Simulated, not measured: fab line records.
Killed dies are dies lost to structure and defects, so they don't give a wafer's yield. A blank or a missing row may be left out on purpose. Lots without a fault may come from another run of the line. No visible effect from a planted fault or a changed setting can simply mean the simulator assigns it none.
2 desks looking at one fault :: flow sky130 :: each desk has only its own numbers; what lay behind them comes last

## THE TOOL OWNER'S DESK: rie-diel-02
The tool's own readings at SKY_SONOS_ONO_ETCH_15 (etches the open film in CHF3/O2, target depth 19.52 nm, time 7.8 s): means of the sampled wafers that have a number, for each lot that ran on this tool. A lot is out of limits, marked OUT, if its mean lies more than 4 standard deviations from the usual mean; the brackets give that distance.
Columns: A = drypump-motor-current-A at SKY_SONOS_ONO_ETCH_15, usual 5.9 A; B = oes-product-au at SKY_SONOS_ONO_ETCH_15, usual 1.000 a.u.; C = throttle-valve-pct at SKY_SONOS_ONO_ETCH_15, usual 8.826 %
lot: L486
first seen here: day 14 07:59
A: 5.5
B: 0.990
C: 8.814

lot: L501
first seen here: day 19 11:21
A: 5.5
B: 0.998
C: 8.830
This desk's finding: nothing out of limits on any of the 2 lots.

## FROM THE METROLOGY DESK
What the gauges read for every lot (on any tool): the sampled wafers with a number, averaged. A lot is out of limits, marked OUT, if its mean lies more than 4 standard deviations from the usual mean; the brackets give that distance. Readings shown: 7 of its 8, picked as those furthest out on some lot.
Columns: A = SONOS_ONO_CVD_02_THK at SKY_SONOS_ONO_THK_MEAS_03, usual 10.51 nm; B = SONOS_ONO_CVD_04_THK at SKY_SONOS_ONO_THK_MEAS_05, usual 5.75 nm; C = cd-nm at SKY_SONOS_ONO_CD_MEAS_13, usual 409.6 nm; D = SONOS_ONO_OVL at SKY_SONOS_ONO_OVL_MEAS_14, usual -0.1 nm; E = GATE_OXIDE_OXIDATION_00_THK at SKY_GATE_OXIDE_THK_MEAS_02, usual 10.26 nm; F = GATE_OXIDE_TW at SKY_GATE_OXIDE_TW_MEAS_14, usual 222.8; G = POLY_GATE_CVD_00_THK at SKY_POLY_GATE_THK_MEAS_01, usual 180.5 nm
lot: L481
first seen here: day 11 16:35
A: 10.54
B: 5.89
C: 410.0
D: 0.5
E: 10.23
F: 225.2
G: 179.7

lot: L485
first seen here: day 12 16:44
A: 10.36
B: 5.74
C: 408.4
D: 1.0
E: 10.14
F: 225.8
G: 181.7

lot: L486
first seen here: day 13 04:22
A: 10.58
B: 5.70
C: 408.2
D: 0.3
E: 10.29
F: 223.6
G: 182.4

lot: L501
first seen here: day 18 04:00
A: 10.65
B: 5.67
C: 406.7
D: 1.4
E: 10.48
F: 222.8
G: 181.3

lot: L504
first seen here: day 19 06:34
A: 10.46
B: 5.73
C: 409.2
D: 0.5
E: 10.27
F: 222.6
G: 181.4
This desk's finding: nothing out of limits on any of the 5 lots.

## BROUGHT TOGETHER
The desk of the tool owner found nothing out of limits.
From the metrology desk's view, nothing was out of limits.

## WHAT HAD BEEN PUT IN BY THE SIMULATOR
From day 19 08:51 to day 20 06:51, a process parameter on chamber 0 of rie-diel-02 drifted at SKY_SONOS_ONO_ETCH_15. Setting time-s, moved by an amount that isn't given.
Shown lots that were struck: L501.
